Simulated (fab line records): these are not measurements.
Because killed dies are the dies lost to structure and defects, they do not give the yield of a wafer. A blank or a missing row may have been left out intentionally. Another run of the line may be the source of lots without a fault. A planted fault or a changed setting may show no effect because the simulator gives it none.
A lot that was struck, set against a sound lot    flow gf180mcu    18 out of 602 route steps
Sound: these wafers, L271.1, L271.2, L271.5. Wafers struck: L269.2, L269.3, L269.6. At the end, the cause is stated.
For every step that has rows: the tool of each side, followed by ch and its chambers, followed by its first start. Under that, the readings that differ: sound wafers    struck wafers    difference of the means    sigmas: that difference in standard deviations of wafers without a fault.
alike: readings with means less than 2 such deviations apart, plus words and numbers identical on both sides. not compared: withheld readings, readings lacking a value on some wafer, bounds such as >300 that could conceal the same value, and numbers that have no deviation in the record and whose values overlap.
The two part at a step that has a row with sigmas, a row that says differs or no value, or rows on one side only. Numbers that have no deviation but don't overlap get no sigmas and don't part them. A reading missing from all wafers of one side parts the sides only when that side holds two or more wafers.

first, 1 step without rows for these wafers: GF_POLY_GATE_CVD_00 (deposits poly-Si, target thk 200 nm, time 1200 s).
GF_POLY_GATE_THK_MEAS_01:
  sound on film_metro-04 at day 10 15:45; struck on film_metro-01 at day 10 04:32
  alike: POLY_GATE_CVD_00_THK
then, 8 steps without rows for these wafers: GF_POLY_GATE_DEHYDRATE_02 (time 60 s); GF_POLY_GATE_HMDS_03 (prime time 60 s); GF_POLY_GATE_COAT_04; GF_POLY_GATE_COAT_05 (resist thk 700 nm); GF_POLY_GATE_SOFTBAKE_06 (time 60 s); GF_POLY_GATE_EXPOSE_07 (exposes mask Poly2, target cd 280 nm); GF_POLY_GATE_PEB_08 (peb time 90 s); GF_POLY_GATE_DEVELOP_09 (develop time 60 s).
GF_POLY_GATE_CD_MEAS_10: target cd 280 nm.
  sound on cd_sem-01 at day 11 10:22; struck on cd_sem-01 at day 10 22:08
  alike: cd_nm
GF_POLY_GATE_OVL_MEAS_11:
  sound on overlay-02 at day 11 10:29; struck on overlay-02 at day 10 22:14
  alike: POLY_GATE_OVL
GF_POLY_GATE_ETCH_12: etches BARC in N2/H2.
  sound on rie_diel-02 ch 0,3, day 11 10:31; struck on rie_diel-02 ch 2,3, day 10 22:16
  no value came back on the struck wafers for any of 7 readings (bias_w (W), chamber_pressure_mTorr (mTorr) and others); on the sound wafers bias_w (W) reads 99.6 99.8 100.1
GF_POLY_GATE_ETCH_13: etches poly-Si in HBr/Cl2, stops on SiO2, target depth 198.5 nm, time 69.6 s.
  sound on rie_si-01 ch 0,1,3, day 11 10:34; struck on rie_si-01 ch 0,1,2, day 10 22:19
reading                sound              struck             difference  sigmas
oes_product_au (a.u.)  0.991 0.986 0.987  0.275 0.275 0.272  -0.714      -80
  alike: HBr_flow_sccm, bias_w, drypump_motor_current_A, mfc_cl2_sccm, rf_fwd_power_W, throttle_valve_pct
  not compared: rf_hours_counter_h
GF_POLY_GATE_STRIP_14: strips in O2/N2.
  sound on plasma_asher-02 ch 0,1, day 11 10:37; struck on plasma_asher-03 ch 0,1, day 10 22:22
reading                sound              struck             difference  sigmas
oes_product_au (a.u.)  0.502 0.509 0.501  0.526 0.525 0.532  +0.024      +5
  alike: drypump_motor_current_A, heater_power_w, n2_flow_sccm, o2_flow_sccm
  not compared: rf_hours_counter_h
then, 2 steps without rows for these wafers: GF_POLY_GATE_CLEAN_15 (cleans in SC1/SC2, time 150 s); GF_POLY_GATE_OXIDATION_16 (stabilise 600 s, purge 300 s, target thk 4 nm).
GF_POLY_GATE_CD_MEAS_18:
  sound on cd_sem-01 at day 11 12:55; struck on cd_sem-01 at day 10 23:52
reading     sound              struck  difference                     sigmas
cd_nm (nm)  282.1 282.4 284.1  - - -   no value on the struck wafers  

== WHERE THEY PART ==
Earliest at GF_POLY_GATE_ETCH_12; latest, in this record, at GF_POLY_GATE_CD_MEAS_18.

WHY: what had been put in by the simulator
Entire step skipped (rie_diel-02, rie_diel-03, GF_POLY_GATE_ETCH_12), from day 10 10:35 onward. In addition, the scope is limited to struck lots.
